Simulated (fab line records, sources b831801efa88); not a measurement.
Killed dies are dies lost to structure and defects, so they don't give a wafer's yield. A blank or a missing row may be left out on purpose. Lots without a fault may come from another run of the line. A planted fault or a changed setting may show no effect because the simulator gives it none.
fab line records | flow gf180mcu | part 1 of 2: steps 1 to 34 of 47
record lots=5 wafers=15 last_day=34
route steps=602 shown VT_IMPLANT@105 MVSD@136 NWELL@137 LVPWELL@138 MVPSD@139 DUAL_GATE@141
lots that met no fault: from a run of the same line without faults
start_h: hours from the record's first day to the start of the lot's first wafer shown | wait_h: hours since the lot's step before | " the same as in the row above | L1.1+2: a row that stands for several wafers | - no value, or no start given | * or withheld: withheld | < > ~ a bound
route shown NAME@n: a module of which the file shows steps, and the number in the route of the first | usual: mean/standard deviation of fault-free wafers | same: alike in all rows | chamber/n: place in a boat | sites: the reading at each site | _std_site: their standard deviation | _edge_site: outer sites' mean less inner sites' | radius_mm: how far each site lies from the wafer's centre | mask NAME#n: copy n | behind: the tool/chamber that last shaped the wafer | hold: why the lot was held/for how many hours/how that ended | device: the transistor (n, p or np) that didn't switch | end of line: the same wafers' tests at the end of the route | a step without rows: its recipe alone | killed: dies lost to structure and defects at the first sort, not the wafer's yield | map: a wafer's dies, x killed, . not, _ none there
set.NAME: the setting as run; set.NAME@STEP: as run at that earlier step | model.NAME: the simulator's own value behind a step, which no gauge read
lots at some steps of the route; a table a step, a row a wafer
services: from which hour (start_h, from the record's first day; less than 0 if before it) a tool's chamber was out of use, for how many hours, and why
## steps
# step GF_VT_IMPLANT_EXPOSE_15
# recipe mask_id=Nwell_LV_AREA target_cd_nm=860 na=0.6 source_shape=conventional sigma_outer=0.6 dose_mj=140
# same sigma_outer=0.6
# columns lot.wafer tool chamber start_h wait_h mask
L076.2+5+6 iline_stepper-01 0 - - Nwell_LV_AREA#0
L086.3+5+6 iline_stepper-01 0 - - Nwell_LV_AREA#0
L088.1+2+6 iline_stepper-02 0 - - Nwell_LV_AREA#0
L093.3+4+6 iline_stepper-01 0 - - Nwell_LV_AREA#0
L094.3+5+6 iline_stepper-01 0 - - Nwell_LV_AREA#0
# step GF_VT_IMPLANT_PEB_16
# recipe temp_c=withheld time_s=* resist=NOVOLAK
# same time_s=*
# columns lot.wafer tool chamber start_h wait_h
L076.2+5+6 litho_track-04 0 - -
L086.3+5+6 litho_track-01 0 - -
L088.1+2+6 litho_track-01 0 - -
L093.3+4+6 litho_track-01 0 - -
L094.3+5+6 litho_track-04 0 - -
# step GF_VT_IMPLANT_DEVELOP_17
# recipe develop_time_s=60 dev_temp_c=23
# columns lot.wafer tool chamber start_h wait_h
L076.2+5+6 litho_track-04 0 146.87 0.1
L086.3+5+6 litho_track-01 0 205.96 0.1
L088.1+2+6 litho_track-01 0 215.11 0.1
L093.3+4+6 litho_track-01 0 250.01 0.1
L094.3+5+6 litho_track-04 0 258.05 0.1
# step GF_VT_IMPLANT_OVL_MEAS_18
# usual VT_IMPLANT_01_OVL=0.3/1.5
# columns lot.wafer tool chamber start_h wait_h VT_IMPLANT_01_OVL[nm]
L076.2 overlay-02 - 147.00 0.1 1.5
L076.5 " - " " 1.1
L076.6 " - " " 1.6
L086.3 overlay-02 - 206.07 0.1 1.2
L086.5 " - " " 0.6
L086.6 " - " " 2.2
L088.1 overlay-02 - 215.26 0.1 1.3
L088.2 " - " " -0.3
L088.6 " - " " -0.2
L093.3 overlay-02 - 250.12 0.1 0.7
L093.4 " - " " 0.1
L093.6 " - " " 1.1
L094.3 overlay-01 - 258.16 0.1 -1.0
L094.5 " - " " 0.0
L094.6 " - " " -0.7
# step GF_VT_IMPLANT_IMPLANT_19
# recipe species=As energy_kev=100 dose_cm2=4.35e+12 tilt_deg=7
# columns lot.wafer tool chamber start_h wait_h
L076.2+5+6 implanter-02 0 147.06 0.0
L086.3+5+6 implanter-01 0 206.14 0.1
L088.1+2+6 implanter-01 0 215.29 0.0
L093.3+4+6 implanter-02 0 250.19 0.1
L094.3+5+6 implanter-01 0 258.23 0.1
# step GF_VT_IMPLANT_STRIP_20
# recipe chemistry=O2/N2 power_w=1400 pressure_mtorr=1500 platen_temp_c=250 o2_flow_sccm=3000 n2_flow_sccm=300 overash_fraction=0.5
# usual drypump_motor_current_A=5.5/0.49 heater_power_w=348/50 oes_product_au=0.716/0.0047 strip_time_to_endpoint_s=12.63/0.035
# columns lot.wafer tool chamber start_h wait_h drypump_motor_current_A heater_power_w oes_product_au rf_hours_counter_h strip_time_to_endpoint_s
L076.2 plasma_asher-01 0 147.18 0.1 5.0 360 0.714 35 12.63
L076.5 " 1 " " 5.4 392 0.721 - 12.64
L076.6 " 0 " " 5.0 351 0.717 - 12.66
L086.3 plasma_asher-04 0 206.28 0.1 5.0 362 0.721 - 12.61
L086.5 " 0 " " 5.1 369 0.720 - 12.64
L086.6 " 1 " " 5.6 347 0.718 - 12.63
L088.1 plasma_asher-01 0 215.44 0.1 5.0 364 0.711 43 12.64
L088.2 " 1 " " 5.4 394 0.717 43 12.66
L088.6 " 1 " " 5.4 393 0.707 - 12.64
L093.3 plasma_asher-01 1 250.33 0.1 5.4 395 0.708 - 12.66
L093.4 " 0 " " 5.0 357 0.719 - 12.67
L093.6 " 0 " " 5.0 358 0.713 - 12.66
L094.3 plasma_asher-01 0 258.37 0.1 5.0 353 0.712 - 12.61
L094.5 " 1 " " 5.4 390 0.718 - 12.64
L094.6 " 0 " " 5.0 351 0.718 - 12.62
# step GF_VT_IMPLANT_TW_MEAS_21
# usual VT_IMPLANT_2_TW=1213/8.2
# columns lot.wafer tool chamber start_h wait_h VT_IMPLANT_2_TW
L076.2 film_metro-03 - 147.29 0.1 1224
L076.5 " - " " 1209
L076.6 " - " " 1217
L086.3 film_metro-03 - 206.36 0.1 1210
L086.5 " - " " 1205
L086.6 " - " " 1215
L088.1 film_metro-02 - 215.54 0.1 1219
L088.2 " - " " 1219
L088.6 " - " " 1230
L093.3 film_metro-03 - 250.41 0.1 1201
L093.4 " - " " 1204
L093.6 " - " " 1207
L094.3 film_metro-02 - 258.45 0.1 1226
L094.5 " - " " 1226
L094.6 " - " " 1228
# step GF_VT_IMPLANT_DEHYDRATE_22
# recipe temp_c=200 time_s=60
# same time_s=60
# columns lot.wafer tool chamber start_h wait_h
L076.2+5+6 litho_track-04 0 153.92 6.6
L086.3+5+6 litho_track-04 0 214.95 8.6
L088.1+2+6 litho_track-03 0 224.09 8.5
L093.3+4+6 litho_track-04 0 259.55 9.1
L094.3+5+6 litho_track-01 0 267.61 9.1
# step GF_VT_IMPLANT_HMDS_23
# recipe prime_time_s=60 prime_temp_c=120
# columns lot.wafer tool chamber start_h wait_h
L076.2+5+6 litho_track-04 0 154.07 0.1
L086.3+5+6 litho_track-04 0 215.10 0.1
L088.1+2+6 litho_track-03 0 224.24 0.1
L093.3+4+6 litho_track-04 0 259.70 0.1
L094.3+5+6 litho_track-01 0 267.76 0.1
# step GF_VT_IMPLANT_COAT_24
# recipe resist=NOVOLAK spin_rpm=3000 resist_thk_nm=1000
# columns lot.wafer tool chamber start_h wait_h
L076.2+5+6 litho_track-04 0 154.22 0.1
L086.3+5+6 litho_track-04 0 215.25 0.1
L088.1+2+6 litho_track-03 0 224.39 0.1
L093.3+4+6 litho_track-04 0 259.85 0.1
L094.3+5+6 litho_track-01 0 267.91 0.1
# step GF_VT_IMPLANT_SOFTBAKE_25
# recipe temp_c=90 time_s=60 resist=NOVOLAK
# same time_s=60
# columns lot.wafer tool chamber start_h wait_h
L076.2+5+6 litho_track-04 0 154.37 0.1
L086.3+5+6 litho_track-04 0 215.40 0.1
L088.1+2+6 litho_track-03 0 224.54 0.1
L093.3+4+6 litho_track-04 0 260.00 0.1
L094.3+5+6 litho_track-01 0 268.06 0.1
# step GF_VT_IMPLANT_EXPOSE_26
# recipe mask_id=LVPWELL_HV_AREA target_cd_nm=860 na=0.6 source_shape=conventional sigma_outer=0.6 dose_mj=140
# same sigma_outer=0.6
# columns lot.wafer tool chamber start_h wait_h mask
L076.2+5+6 iline_stepper-02 0 - - LVPWELL_HV_AREA#0
L086.3+5+6 iline_stepper-01 0 - - LVPWELL_HV_AREA#0
L088.1+2+6 iline_stepper-02 0 - - LVPWELL_HV_AREA#0
L093.3+4+6 iline_stepper-01 0 - - LVPWELL_HV_AREA#0
L094.3+5+6 iline_stepper-01 0 - - LVPWELL_HV_AREA#0
# step GF_VT_IMPLANT_PEB_27
# recipe temp_c=withheld time_s=* resist=NOVOLAK
# same time_s=*
# columns lot.wafer tool chamber start_h wait_h
L076.2+5+6 litho_track-03 0 - -
L086.3+5+6 litho_track-01 0 - -
L088.1+2+6 litho_track-03 0 - -
L093.3+4+6 litho_track-03 0 - -
L094.3+5+6 litho_track-04 0 - -
# step GF_VT_IMPLANT_DEVELOP_28
# recipe develop_time_s=60 dev_temp_c=23
# columns lot.wafer tool chamber start_h wait_h
L076.2+5+6 litho_track-03 0 162.41 0.1
L086.3+5+6 litho_track-01 0 224.61 0.1
L088.1+2+6 litho_track-03 0 233.29 0.1
L093.3+4+6 litho_track-03 0 269.29 0.1
L094.3+5+6 litho_track-04 0 277.50 0.1
# step GF_VT_IMPLANT_OVL_MEAS_29
# usual VT_IMPLANT_02_OVL=-0.6/1.5
# columns lot.wafer tool chamber start_h wait_h VT_IMPLANT_02_OVL[nm]
L076.2 overlay-02 - 162.55 0.1 -0.9
L076.5 " - " " -0.2
L076.6 " - " " -1.3
L086.3 overlay-02 - 224.72 0.1 -0.1
L086.5 " - " " -0.2
L086.6 " - " " -0.6
L088.1 overlay-01 - 233.44 0.1 0.4
L088.2 " - " " -1.5
L088.6 " - " " 0.2
L093.3 overlay-02 - 269.40 0.1 -0.4
L093.4 " - " " -0.2
L093.6 " - " " -0.7
L094.3 overlay-02 - 277.61 0.1 2.7
L094.5 " - " " 2.1
L094.6 " - " " 0.7
# step GF_VT_IMPLANT_IMPLANT_30
# recipe species=B energy_kev=25 dose_cm2=2.534e+12 tilt_deg=7
# columns lot.wafer tool chamber start_h wait_h
L076.2+5+6 implanter-02 0 162.60 0.0
L086.3+5+6 implanter-02 0 224.79 0.1
L088.1+2+6 implanter-02 0 233.47 0.0
L093.3+4+6 implanter-03 0 269.47 0.1
L094.3+5+6 implanter-01 0 277.68 0.1
# step GF_VT_IMPLANT_STRIP_31
# recipe chemistry=O2/N2 power_w=1400 pressure_mtorr=1500 platen_temp_c=250 o2_flow_sccm=3000 n2_flow_sccm=300 overash_fraction=0.5
# usual drypump_motor_current_A=5.4/0.39 heater_power_w=359/37 oes_product_au=0.716/0.0044 strip_time_to_endpoint_s=12.63/0.03
# columns lot.wafer tool chamber start_h wait_h drypump_motor_current_A heater_power_w oes_product_au rf_hours_counter_h strip_time_to_endpoint_s
L076.2 plasma_asher-01 1 162.73 0.1 5.4 390 0.719 37 12.64
L076.5 " 0 " " 5.0 364 0.715 - 12.68
L076.6 " 1 " " 5.4 389 0.711 - 12.63
L086.3 plasma_asher-03 1 224.93 0.1 6.2 240 0.718 - 12.60
L086.5 " 1 " " 6.2 236 0.715 - 12.58
L086.6 " 0 " " 6.2 378 0.719 - 12.62
L088.1 plasma_asher-04 0 233.62 0.1 5.1 359 0.710 55 12.66
L088.2 " 1 " " 5.6 324 0.714 55 12.62
L088.6 " 1 " " 5.6 346 0.719 - 12.64
L093.3 plasma_asher-01 1 269.61 0.1 5.4 397 0.718 - 12.64
L093.4 " 0 " " 5.0 365 0.714 - 12.61
L093.6 " 1 " " 5.4 396 0.722 - 12.69
L094.3 plasma_asher-01 0 277.82 0.1 5.0 361 0.712 - 12.65
L094.5 " 1 " " 5.4 379 0.709 - 12.64
L094.6 " 0 " " 5.0 351 0.710 - 12.62
# step GF_VT_IMPLANT_TW_MEAS_32
# usual VT_IMPLANT_3_TW=269.4/2.3
# columns lot.wafer tool chamber start_h wait_h VT_IMPLANT_3_TW
L076.2 film_metro-03 - 162.84 0.1 268.6
L076.5 " - " " 268.0
L076.6 " - " " 267.2
L086.3 film_metro-03 - 225.01 0.1 267.7
L086.5 " - " " 269.1
L086.6 " - " " 269.2
L088.1 film_metro-01 - 233.72 0.1 271.2
L088.2 " - " " 272.0
L088.6 " - " " 272.5
L093.3 film_metro-01 - 269.69 0.1 268.9
L093.4 " - " " 268.3
L093.6 " - " " 269.0
L094.3 film_metro-03 - 277.90 0.1 266.3
L094.5 " - " " 268.8
L094.6 " - " " 265.8
# step GF_VT_IMPLANT_DEHYDRATE_33
# recipe temp_c=200 time_s=60
# same time_s=60
# columns lot.wafer tool chamber start_h wait_h
L076.2+5+6 litho_track-04 0 170.27 7.4
L086.3+5+6 litho_track-01 0 233.26 8.2
L088.1+2+6 litho_track-01 0 242.51 8.8
L093.3+4+6 litho_track-03 0 278.94 9.2
L094.3+5+6 litho_track-01 0 287.06 9.1
# step GF_VT_IMPLANT_HMDS_34
# recipe prime_time_s=60 prime_temp_c=120
# columns lot.wafer tool chamber start_h wait_h
L076.2+5+6 litho_track-04 0 170.42 0.1
L086.3+5+6 litho_track-01 0 233.41 0.1
L088.1+2+6 litho_track-01 0 242.66 0.1
L093.3+4+6 litho_track-03 0 279.09 0.1
L094.3+5+6 litho_track-01 0 287.21 0.1
# step GF_VT_IMPLANT_COAT_35
# recipe resist=NOVOLAK spin_rpm=3000 resist_thk_nm=1000
# columns lot.wafer tool chamber start_h wait_h
L076.2+5+6 litho_track-04 0 170.57 0.1
L086.3+5+6 litho_track-01 0 233.56 0.1
L088.1+2+6 litho_track-01 0 242.81 0.1
L093.3+4+6 litho_track-03 0 279.24 0.1
L094.3+5+6 litho_track-01 0 287.36 0.1
# step GF_VT_IMPLANT_SOFTBAKE_36
# recipe temp_c=90 time_s=60 resist=NOVOLAK
# same time_s=60
# columns lot.wafer tool chamber start_h wait_h
L076.2+5+6 litho_track-04 0 170.72 0.1
L086.3+5+6 litho_track-01 0 233.71 0.1
L088.1+2+6 litho_track-01 0 242.96 0.1
L093.3+4+6 litho_track-03 0 279.39 0.1
L094.3+5+6 litho_track-01 0 287.51 0.1
# step GF_VT_IMPLANT_EXPOSE_37
# recipe mask_id=Nwell_HV_AREA target_cd_nm=860 na=0.6 source_shape=conventional sigma_outer=0.6 dose_mj=140
# same sigma_outer=0.6
# columns lot.wafer tool chamber start_h wait_h mask
L076.2+5+6 iline_stepper-02 0 - - Nwell_HV_AREA#0
L086.3+5+6 iline_stepper-01 0 - - Nwell_HV_AREA#0
L088.1+2+6 iline_stepper-02 0 - - Nwell_HV_AREA#0
L093.3+4+6 iline_stepper-01 0 - - Nwell_HV_AREA#0
L094.3+5+6 iline_stepper-02 0 - - Nwell_HV_AREA#0
# step GF_VT_IMPLANT_PEB_38
# recipe temp_c=withheld time_s=* resist=NOVOLAK
# same time_s=*
# columns lot.wafer tool chamber start_h wait_h
L076.2+5+6 litho_track-03 0 - -
L086.3+5+6 litho_track-03 0 - -
L088.1+2+6 litho_track-04 0 - -
L093.3+4+6 litho_track-01 0 - -
L094.3+5+6 litho_track-01 0 - -
# step GF_VT_IMPLANT_DEVELOP_39
# recipe develop_time_s=60 dev_temp_c=23
# columns lot.wafer tool chamber start_h wait_h
L076.2+5+6 litho_track-03 0 178.71 0.1
L086.3+5+6 litho_track-03 0 243.29 0.1
L088.1+2+6 litho_track-04 0 252.50 0.1
L093.3+4+6 litho_track-01 0 289.76 0.1
L094.3+5+6 litho_track-01 0 297.51 0.1
# step GF_VT_IMPLANT_OVL_MEAS_40
# usual VT_IMPLANT_03_OVL=2.0/1.4
# columns lot.wafer tool chamber start_h wait_h VT_IMPLANT_03_OVL[nm]
L076.2 overlay-02 - 178.85 0.1 1.4
L076.5 " - " " 1.0
L076.6 " - " " 1.8
L086.3 overlay-01 - 243.40 0.1 1.1
L086.5 " - " " 0.2
L086.6 " - " " -0.7
L088.1 overlay-01 - 252.65 0.1 3.9
L088.2 " - " " 2.1
L088.6 " - " " 2.7
L093.3 overlay-01 - 289.87 0.1 2.8
L093.4 " - " " 2.1
L093.6 " - " " 3.7
L094.3 overlay-01 - 297.62 0.1 -0.7
L094.5 " - " " 1.6
L094.6 " - " " 0.6
# step GF_VT_IMPLANT_IMPLANT_41
# recipe species=As energy_kev=70 dose_cm2=1.013e+12 tilt_deg=7
# columns lot.wafer tool chamber start_h wait_h
L076.2+5+6 implanter-02 0 178.90 0.0
L086.3+5+6 implanter-02 0 243.47 0.1
L088.1+2+6 implanter-03 0 252.68 0.0
L093.3+4+6 implanter-01 0 289.94 0.1
L094.3+5+6 implanter-03 0 297.69 0.1
# step GF_VT_IMPLANT_STRIP_42
# recipe chemistry=O2/N2 power_w=1400 pressure_mtorr=1500 platen_temp_c=250 o2_flow_sccm=3000 n2_flow_sccm=300 overash_fraction=0.5
# usual drypump_motor_current_A=5.4/0.42 heater_power_w=353/40 oes_product_au=0.716/0.005 strip_time_to_endpoint_s=12.63/0.031
# columns lot.wafer tool chamber start_h wait_h drypump_motor_current_A heater_power_w oes_product_au rf_hours_counter_h strip_time_to_endpoint_s
L076.2 plasma_asher-04 1 179.03 0.1 5.6 339 0.721 49 12.64
L076.5 " 0 " " 5.1 370 0.713 - 12.64
L076.6 " 1 " " 5.6 342 0.706 - 12.61
L086.3 plasma_asher-03 1 243.61 0.1 6.2 232 0.715 - 12.60
L086.5 " 1 " " 6.2 236 0.716 - 12.62
L086.6 " 0 " " 6.3 375 0.719 - 12.61
L088.1 plasma_asher-01 1 252.83 0.1 5.4 387 0.717 46 12.60
L088.2 " 0 " " 5.0 362 0.714 46 12.60
L088.6 " 1 " " 5.4 395 0.712 - 12.62
L093.3 plasma_asher-01 0 290.08 0.1 5.0 356 0.714 - 12.66
L093.4 " 1 " " 5.4 385 0.706 - 12.68
L093.6 " 1 " " 5.4 388 0.718 - 12.68
L094.3 plasma_asher-04 0 297.83 0.1 5.1 361 0.724 - 12.61
L094.5 " 1 " " 5.6 346 0.706 - 12.64
L094.6 " 0 " " 5.1 357 0.706 - 12.61
# step GF_VT_IMPLANT_TW_MEAS_43
# usual VT_IMPLANT_4_TW=691/5.4
# columns lot.wafer tool chamber start_h wait_h VT_IMPLANT_4_TW
L076.2 film_metro-01 - 179.14 0.1 695
L076.5 " - " " 697
L076.6 " - " " 693
L086.3 film_metro-03 - 243.69 0.1 683
L086.5 " - " " 689
L086.6 " - " " 685
L088.1 film_metro-03 - 252.93 0.1 685
L088.2 " - " " 682
L088.6 " - " " 684
L093.3 film_metro-03 - 290.16 0.1 686
L093.4 " - " " 692
L093.6 " - " " 689
L094.3 film_metro-03 - 297.91 0.1 688
L094.5 " - " " 686
L094.6 " - " " 689
# step GF_VT_IMPLANT_CLEAN_44
# recipe chemistry=SC1/SC2 mix=1:4:20 temp_c=70 time_s=150 dry=n2_spin
# same time_s=150
# columns lot.wafer tool chamber start_h wait_h
L076.2+5+6 wet_bench-04 1 179.19 0.0
L086.3+5+6 wet_bench-04 3 243.73 0.0
L088.1+2+6 wet_bench-04 3 252.99 0.1
L093.3+4+6 wet_bench-04 2 290.20 0.0
L094.3+5+6 wet_bench-02 2 297.95 0.0
# step GF_VT_IMPLANT_RTA_45
# recipe temp_c=1050 time_s=30 ambient=N2
# usual lamp_power_pct=35/4.3 wafer_temp_C_max=1054.9/1.9
# same time_s=30
# columns lot.wafer tool chamber start_h wait_h lamp_power_pct wafer_temp_C_max
L076.2 rtp_anneal-01 0 179.26 0.0 32 1053.0
L076.5 " 0 " " 32 1053.4
L076.6 " 0 " " 32 1053.8
L086.3 rtp_anneal-01 0 243.82 0.0 32 1054.3
L086.5 " 0 " " 32 1055.2
L086.6 " 0 " " 32 1054.2
L088.1 rtp_anneal-01 0 253.04 0.0 32 1053.3
L088.2 " 0 " " 32 1053.5
L088.6 " 0 " " 32 1053.2
L093.3 rtp_anneal-01 0 290.29 0.0 32 1053.6
L093.4 " 0 " " 32 1053.7
L093.6 " 0 " " 32 1055.1
L094.3 rtp_anneal-02 0 298.04 0.0 40 1056.8
L094.5 " 0 " " 40 1056.0
L094.6 " 0 " " 40 1057.4
# step GF_VT_IMPLANT_RS_MEAS_46
# recipe thk_meas_gauge=four-point-probe
# usual MVSD_RS=456.5/1
# columns lot.wafer tool chamber start_h wait_h MVSD_RS[ohm/sq]
L076.2 film_metro-03 - 179.36 0.1 457.4
L076.5 " - " " 456.3
L076.6 " - " " 455.8
L086.3 film_metro-04 - 243.92 0.1 456.2
L086.5 " - " " 456.1
L086.6 " - " " 456.5
L088.1 film_metro-02 - 253.14 0.1 457.0
L088.2 " - " " 456.4
L088.6 " - " " 457.8
L093.3 film_metro-02 - 290.39 0.1 456.4
L093.4 " - " " 456.9
L093.6 " - " " 457.1
L094.3 film_metro-04 - 298.15 0.1 457.2
L094.5 " - " " 457.0
L094.6 " - " " 455.4
# step GF_VT_IMPLANT_RS_MEAS_47
# recipe thk_meas_gauge=four-point-probe
# usual NWELL_RS=488.2/1.3
# columns lot.wafer tool chamber start_h wait_h NWELL_RS[ohm/sq]
L076.2 film_metro-03 - 179.48 0.1 489.1
L076.5 " - " " 490.7
L076.6 " - " " 490.9
L086.3 film_metro-04 - 244.04 0.1 488.6
L086.5 " - " " 487.6
L086.6 " - " " 489.4
L088.1 film_metro-02 - 253.26 0.1 485.3
L088.2 " - " " 487.2
L088.6 " - " " 487.7
L093.3 film_metro-02 - 290.51 0.1 488.9
L093.4 " - " " 488.8
L093.6 " - " " 489.8
L094.3 film_metro-04 - 298.27 0.1 487.2
L094.5 " - " " 486.7
L094.6 " - " " 486.1
# step GF_VT_IMPLANT_RS_MEAS_48
# recipe thk_meas_gauge=four-point-probe
# usual LVPWELL_RS=1197/3
# columns lot.wafer tool chamber start_h wait_h LVPWELL_RS[ohm/sq]
L076.2 film_metro-03 - 179.60 0.1 1199
L076.5 " - " " 1199
L076.6 " - " " 1199
L086.3 film_metro-04 - 244.16 0.1 1197
L086.5 " - " " 1199
L086.6 " - " " 1195
L088.1 film_metro-02 - 253.38 0.1 1193
L088.2 " - " " 1196
L088.6 " - " " 1197
L093.3 film_metro-02 - 290.63 0.1 1193
L093.4 " - " " 1194
L093.6 " - " " 1192
L094.3 film_metro-04 - 298.39 0.1 1203
L094.5 " - " " 1205
L094.6 " - " " 1198
